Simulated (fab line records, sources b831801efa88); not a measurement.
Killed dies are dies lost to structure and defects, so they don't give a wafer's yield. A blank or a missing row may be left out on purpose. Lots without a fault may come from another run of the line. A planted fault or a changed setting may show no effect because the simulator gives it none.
Problem report in the 8D (eight disciplines) form, filled by code | flow gf180mcu | the parts of the form that need people (team, actions taken, sign-off) are left out

1. THE PROBLEM
heater_power_total_W at GF_M5_PEB_05 reads a mean of 88.23 W on 6 wafers of 2 lots; wafers without a fault read 85.70 W with a standard deviation of 0.081. That is +31 standard deviations from the usual mean.
The step: peb time 90 s.
First seen on wafer L142.1, day 29 03:33, on litho_track-02. The record holds 18 wafers of 6 lots with a number at this step. Rule for "out", or "out of limits": more than 4 standard deviations from the usual mean. The other wafers with a number count as sound.

2. WHAT IT IS AND WHAT IT IS NOT
question                    | is                     | is not
which readings at this step | heater_power_total_W   | -
which lots                  | L142, L144             | L133, L134, L143, L150
which wafers of those lots  | all that have a number | -
read on which tools         | litho_track-02         | litho_track-01, litho_track-03
when                        | from day 29 03:33      | up to then (6 sound wafers); but 6 sound wafers of L143, L150 came after

3. SUSPECTS, AND WHAT RULES EACH OUT
Counting: a tool at a process step up to the reading stays a suspect if it ran every lot that is out and no sound lot after the first of them.
- plasma_asher-04 at GF_MIM_STRIP_20 (strips in O2/N2): kept. It ran every lot that is out, first L142 (day 28 08:13), and no sound lot after that; its last sound lot up to then is L134 (day 25 18:55).
- litho_track-02 at GF_M5_PEB_05 (peb time 90 s): kept. It ran every lot that is out, first L142 (day 29 03:33), and no sound lot after that; its last sound lot up to then is L134 (day 26 15:24). Its own readings are out on those wafers: heater_power_total_W.
Left after counting: plasma_asher-04 at GF_MIM_STRIP_20, litho_track-02 at GF_M5_PEB_05.

4. THE CAUSE (what the simulator had put in)
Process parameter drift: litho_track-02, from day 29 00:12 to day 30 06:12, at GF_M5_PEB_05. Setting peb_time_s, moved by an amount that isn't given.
Counting left 2 suspects, and this tool is among them.

5. THE CHAIN OF EFFECTS, in route order
Each row: a reading whose mean over the struck wafers that have a number lies more than 3 standard deviations from the usual. Only readings for which the record gives a usual standard deviation are gone through. hours: the time from each lot's start at the first step in this table that gives one to its start at this step, as a median over the lots. sigmas: the change in usual standard deviations.
hours | step         | reading              | usual   | on struck wafers | change | sigmas
0     | GF_M5_PEB_05 | heater_power_total_W | 85.70 W | 88.23            | +2.53  | +31
The process steps in it:
- GF_M5_PEB_05: peb time 90 s.
Later measuring or inspecting steps at which every struck wafer that the step has a row for has a number for every such reading, and none has moved that far: GF_M5_CD_MEAS_07, GF_M5_OVL_MEAS_08.

6. WHAT WOULD HAVE CAUGHT IT SOONER
In this record the first reading out of limits was taken at day 29 03:33, 3 hours after the fault began at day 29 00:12.
